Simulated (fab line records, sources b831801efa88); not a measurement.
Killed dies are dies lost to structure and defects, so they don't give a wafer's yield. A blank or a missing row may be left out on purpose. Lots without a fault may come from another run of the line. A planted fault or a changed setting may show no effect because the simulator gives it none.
Which tool did it? | flow gf180mcu | 13 lots, 39 wafers sampled, at 4 steps of a route of 602

WHAT THE GAUGES READ, wafer by wafer
GF_V2_THK_MEAS_01.
lot  | measured     | on            | V2_CVD_00_THK (nm)
L871 | day 19 14:49 | film_metro-01 | 604 605 608
L875 | day 20 17:43 | film_metro-04 | 596 596 599
L876 | day 21 11:07 | film_metro-01 | 601 593 605
L877 | day 21 11:45 | film_metro-01 | 595 608 600
L878 | day 21 23:55 | film_metro-01 | 610 595 610
L879 | day 22 06:02 | film_metro-01 | 599 598 597
L881 | day 22 20:23 | film_metro-04 | 603 593 605
L888 | day 25 07:14 | film_metro-03 | 600 607 602
L889 | day 25 15:40 | film_metro-01 | 604 594 613
L890 | day 25 23:40 | film_metro-03 | 588 598 601
L892 | day 26 12:56 | film_metro-01 | 587 596 594
L893 | day 26 22:08 | film_metro-03 | 594 601 593
L894 | day 26 23:52 | film_metro-03 | 602 594 593

GF_V2_BOW_MEAS_05.
lot  | measured     | on            | V2_BOW (um)
L871 | day 19 15:20 | film_metro-01 | 105 96 108
L875 | day 20 18:13 | film_metro-04 | 102 95 109
L876 | day 21 11:36 | film_metro-03 | 101 99 104
L877 | day 21 12:16 | film_metro-04 | 96 107 100
L878 | day 22 00:25 | film_metro-01 | 88 83 96
L879 | day 22 06:31 | film_metro-04 | 104 114 103
L881 | day 22 20:53 | film_metro-01 | 101 109 98
L888 | day 25 07:44 | film_metro-03 | 90 89 92
L889 | day 25 16:10 | film_metro-01 | 87 97 88
L890 | day 26 00:10 | film_metro-03 | 94 97 96
L892 | day 26 13:25 | film_metro-04 | 116 111 109
L893 | day 26 22:38 | film_metro-01 | 98 93 102
L894 | day 27 00:22 | film_metro-04 | 85 90 84

WHICH TOOL RAN EACH LOT (tool, then ch and the chambers of the sampled wafers, then the start)
lot  | GF_V1_CVD_02                    | GF_M2_SPUTTER_02
L871 | pecvd-01 ch 0,1,2, day 17 12:13 | pvd_sputter-04, day 18 13:34
L875 | pecvd-02 ch 1,2, day 18 13:56   | pvd_sputter-03, day 19 16:34
L876 | pecvd-04 ch 0,1, day 19 07:19   | pvd_sputter-03, day 20 10:07
L877 | pecvd-02 ch 0,2, day 19 08:41   | pvd_sputter-03, day 20 10:59
L878 | pecvd-04 ch 0,2, day 19 21:28   | pvd_sputter-04, day 20 23:13
L879 | pecvd-04 ch 0,1,2, day 20 03:21 | pvd_sputter-03, day 21 05:17
L881 | pecvd-04 ch 0,1,2, day 20 17:46 | pvd_sputter-02, day 21 19:58
L888 | pecvd-01 ch 0,1,2, day 23 07:51 | pvd_sputter-04, day 24 08:36
L889 | pecvd-04 ch 0,1, day 23 16:43   | pvd_sputter-03, day 24 17:20
L890 | pecvd-04 ch 0,2, day 24 00:49   | pvd_sputter-03, day 25 01:09
L892 | pecvd-02 ch 0,2, day 24 15:05   | pvd_sputter-04, day 25 14:40
L893 | pecvd-01 ch 0,1,2, day 25 01:25 | pvd_sputter-04, day 26 00:49
L894 | pecvd-04 ch 0,1,2, day 25 02:30 | pvd_sputter-02, day 26 01:43
- GF_V1_CVD_02: deposits SiO2 from TEOS, target thk 850 nm, time 94.851 s.
- GF_M2_SPUTTER_02: material AlCu, target thk 450 nm, time 23.9 s.

WHAT THE TOOLS THEMSELVES READ (means of the sampled wafers that have a number; where no wafer has one, the mark that the record gives instead)
GF_V1_CVD_02.
lot  | tool     | heater_power_w (W) | rf_fwd_power_W (W) | run_length_s (s)
L871 | pecvd-01 | 731                | 597.2              | 122.4
L875 | pecvd-02 | 688                | 596.7              | 122.3
L876 | pecvd-04 | 625                | 596.7              | 123.1
L877 | pecvd-02 | 644                | 596.3              | 122.9
L878 | pecvd-04 | 533                | 596.2              | 122.5
L879 | pecvd-04 | 635                | 597.0              | 127.1
L881 | pecvd-04 | 602                | 596.5              | 126.7
L888 | pecvd-01 | 730                | 595.7              | 122.2
L889 | pecvd-04 | 573                | 597.3              | 123.2
L890 | pecvd-04 | 587                | 596.7              | 122.7
L892 | pecvd-02 | 653                | 595.8              | 122.5
L893 | pecvd-01 | 707                | 596.1              | 122.3
L894 | pecvd-04 | 553                | 596.7              | 122.9

GF_M2_SPUTTER_02.
lot  | tool           | throttle_valve_pct (%)
L871 | pvd_sputter-04 | 30.6
L875 | pvd_sputter-03 | 30.0
L876 | pvd_sputter-03 | 30.1
L877 | pvd_sputter-03 | 29.0
L878 | pvd_sputter-04 | 29.7
L879 | pvd_sputter-03 | 30.6
L881 | pvd_sputter-02 | 31.1
L888 | pvd_sputter-04 | 31.8
L889 | pvd_sputter-03 | 29.2
L890 | pvd_sputter-03 | 30.0
L892 | pvd_sputter-04 | 30.6
L893 | pvd_sputter-04 | 29.7
L894 | pvd_sputter-02 | 30.7

THE ANSWER, worked out from the rows above alone
Rule: what is usual is taken from the lots themselves. Put in order of their means at a reading, lots are off if they are a third of the lots or fewer, leave a main group of 4 or more, and stand apart from it by a gap of 3 or more times the standard deviation of the main group's means; of several such gaps the widest counts. A main group whose means are all the same, to the digits that the tables above print for the reading, isn't used. A lot without any number at a reading at which 4 lots or more have one is off too. The other lots that the step has rows for count as sound. The gauges are gone through in route order, then the tools' own readings, and for those a lot's mean is taken as printed above. The first step at which some lot is off is used, and at that step the reading that is off furthest; a lot without a number counts as furthest.
Off: L879, L881, at GF_V1_CVD_02 (run_length_s). The main group: mean 122.6 s, standard deviation 0.33.
A tool fits if, at that step or a process step before it, it ran every lot that is off, and no sound lot after the first of them. None of those tried fits.

WHAT THE SIMULATOR HAD PUT IN
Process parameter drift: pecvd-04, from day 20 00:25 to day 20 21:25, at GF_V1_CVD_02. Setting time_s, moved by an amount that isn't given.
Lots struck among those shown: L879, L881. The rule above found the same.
